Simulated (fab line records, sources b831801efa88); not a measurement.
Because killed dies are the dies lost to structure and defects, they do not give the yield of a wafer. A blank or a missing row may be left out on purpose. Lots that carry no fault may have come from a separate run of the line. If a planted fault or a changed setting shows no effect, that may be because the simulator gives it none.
Matching of chambers ; flow gf180mcu ; GF_V5_CMP_26 on cmp-01: 4 sister chambers
The step polishes, stops on SiO2, t overpolish 15 s, target thk 0 nm. 7 wafers are shown with their chamber, then 7 later ones without.

EACH WAFER AND ITS CHAMBER
wafer;chamber;motor current A (A);time to endpoint s (s)
L151.1;2;12.6;88
L151.5;1;10.7;87
L152.5;1;10.6;91
L153.4;0;8.6;85
L153.5;3;9.1;92
L153.6;0;8.7;85
L157.3;3;9.2;87

WAFERS MISSING THEIR CHAMBER
wafer;motor current A (A);time to endpoint s (s)
L157.4;10.4;88
L157.5;8.7;81
L160.1;10.7;83
L160.2;12.5;83
L166.1;8.6;85
L166.4;10.2;89
L166.6;9.1;91

WHICH CHAMBER EACH WENT THROUGH
wafer;from the rows above;in truth
L157.4;1;1
L157.5;0;0
L160.1;1;1
L160.2;2;2
L166.1;0;0
L166.4;1;1
L166.6;3;3
7 of 7 placed correctly. From these rows, 0 cannot be placed. 0 placed wrongly.
How it was worked out, from the rows above alone: a wafer's distance from a chamber is the root of the sum, over the readings, of the square of ((its reading less the chamber's mean) divided by the reading's scatter). The wafer belongs to the nearest chamber; if the next one is less than 2 further off, it can't be placed. Each chamber's mean is taken over the wafers shown for it. The scatter: take each reading less its chamber's mean, square it, sum over the shown wafers, divide by the number of wafers less the number of chambers, and take the root.
